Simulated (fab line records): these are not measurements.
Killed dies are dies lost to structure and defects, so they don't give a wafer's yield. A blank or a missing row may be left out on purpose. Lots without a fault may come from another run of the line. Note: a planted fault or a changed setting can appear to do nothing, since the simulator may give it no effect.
2 desks, one fault    flow sky130    numbers are kept per desk, each desk with only its own; the story behind them comes last

THE TOOL OWNER'S DESK: implanter-02
SKY_NWELL_IMPLANT_12, tool's own readings: per-lot mean of the sampled wafers with a number, covering each lot this tool ran. The brackets show how far a lot's mean lies from the usual mean; more than 4 standard deviations puts the lot out of limits, marked OUT.
Columns: A = beam energy keV at SKY_NWELL_IMPLANT_12, usual 120.00; B = beam on s at SKY_NWELL_IMPLANT_12, usual 9.99 s
lot   first seen here  A                         B
L633  day 5 02:34      120.03                    10.08
L638  day 6 07:26      120.02                    9.96
L643  day 7 10:38      120.03                    9.96
L644  day 7 16:49      119.97                    9.95
L646  day 8 05:02      134.19 (+99 or more) OUT  9.91
L651  day 9 13:19      134.21 (+99 or more) OUT  10.09
This desk finds L646, L651 out of limits, L646 being first, at day 8 05:02 (beam energy keV at SKY_NWELL_IMPLANT_12). Within limits: L633, L638, L643, L644.

AT THE METROLOGY DESK
What the gauges read, lot by lot, whatever tool the lot ran on: means of the sampled wafers that have a number. The brackets show how far a lot's mean lies from the usual mean; more than 4 standard deviations puts the lot out of limits, marked OUT.
Columns: A = VT_ADJUST_LVTN_01_OVL at SKY_VT_ADJUST_LVTN_OVL_MEAS_18, usual 0.4 nm
lot   first seen here  A
L633  day 8 09:26      1.3
L632  day 8 13:01      -0.5
L634  day 8 14:53      1.3
L635  day 9 02:35      -0.2
L637  day 9 08:13      -1.9
L638  day 9 18:22      -1.2
L639  day 10 01:46     -1.0
L642  day 10 21:25     0.5
L643  day 11 02:26     -0.7
L644  day 11 09:46     2.6
L646  day 11 23:07     -1.5
L647  day 12 12:46     0.7
L651  day 13 14:51     0.9
L654  day 14 11:38     0.2
Result from this desk: across the 14 lots, nothing is out of limits.

ALL TOGETHER
On L646, L651, at day 8 05:02, an alarm was possible from the tool owner's desk.
From the metrology desk's view, nothing was out of limits.
The metrology desk has L646, L651 on record, within its limits.
Of the lots named, all ran SKY_NWELL_IMPLANT_12 on implanter-02.

WHAT THE SIMULATOR PUT IN
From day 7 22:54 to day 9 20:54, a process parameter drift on implanter-02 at SKY_NWELL_IMPLANT_12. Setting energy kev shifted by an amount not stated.
Struck lots among those shown: L646, L651.
Hours from the fault's start to each desk's first reading out of limits: the tool owner's desk, 6.
